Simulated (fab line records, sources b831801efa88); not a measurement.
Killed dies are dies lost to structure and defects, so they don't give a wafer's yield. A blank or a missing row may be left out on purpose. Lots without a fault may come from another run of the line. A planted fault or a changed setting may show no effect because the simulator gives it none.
Which tool did it? | flow gf180mcu | 6 lots, 18 wafers sampled, at 2 steps of a route of 602

WHAT THE GAUGES READ, wafer by wafer
GF_V2_RS_MEAS_24: measures by four-point-probe.
lot  | measured     | on            | V2_W_RS (ohm/sq)
L704 | day 20 16:16 | film_metro-01 | 0.331 0.330 0.330
L711 | day 23 07:47 | film_metro-03 | 0.326 0.326 0.324
L714 | day 24 13:13 | film_metro-02 | 0.328 0.321 0.319
L716 | day 25 00:52 | film_metro-01 | 0.326 0.327 0.326
L719 | day 25 21:02 | film_metro-01 | 0.330 0.328 0.334
L722 | day 26 23:17 | film_metro-02 | 0.314 0.316 0.312

WHICH TOOL RAN EACH LOT (tool, then ch and the chambers of the sampled wafers, then the start)
lot  | GF_V2_CVD_23
L704 | cvd_w-02 ch 0,1, day 20 16:10
L711 | cvd_w-02 ch 0,1, day 23 07:40
L714 | cvd_w-01 ch 0,1, day 24 13:06
L716 | cvd_w-01 ch 0,1, day 25 00:45
L719 | cvd_w-01 ch 0,1, day 25 20:54
L722 | cvd_w-02 ch 0,1, day 26 23:11
- GF_V2_CVD_23: deposits W, target thk 350 nm, time 104.94 s.

THE ANSWER, worked out from the rows above alone
Rule: what is usual is taken from the lots themselves. Put in order of their means at a reading, lots are off if they are a third of the lots or fewer, leave a main group of 4 or more, and stand apart from it by a gap of 3 or more times the standard deviation of the main group's means; of several such gaps the widest counts. A main group whose means are all the same, to the digits that the tables above print for the reading, isn't used. A lot without any number at a reading at which 4 lots or more have one is off too. The other lots that the step has rows for count as sound.
No lot is off at any reading shown: from this, nothing can be told.

WHAT THE SIMULATOR HAD PUT IN
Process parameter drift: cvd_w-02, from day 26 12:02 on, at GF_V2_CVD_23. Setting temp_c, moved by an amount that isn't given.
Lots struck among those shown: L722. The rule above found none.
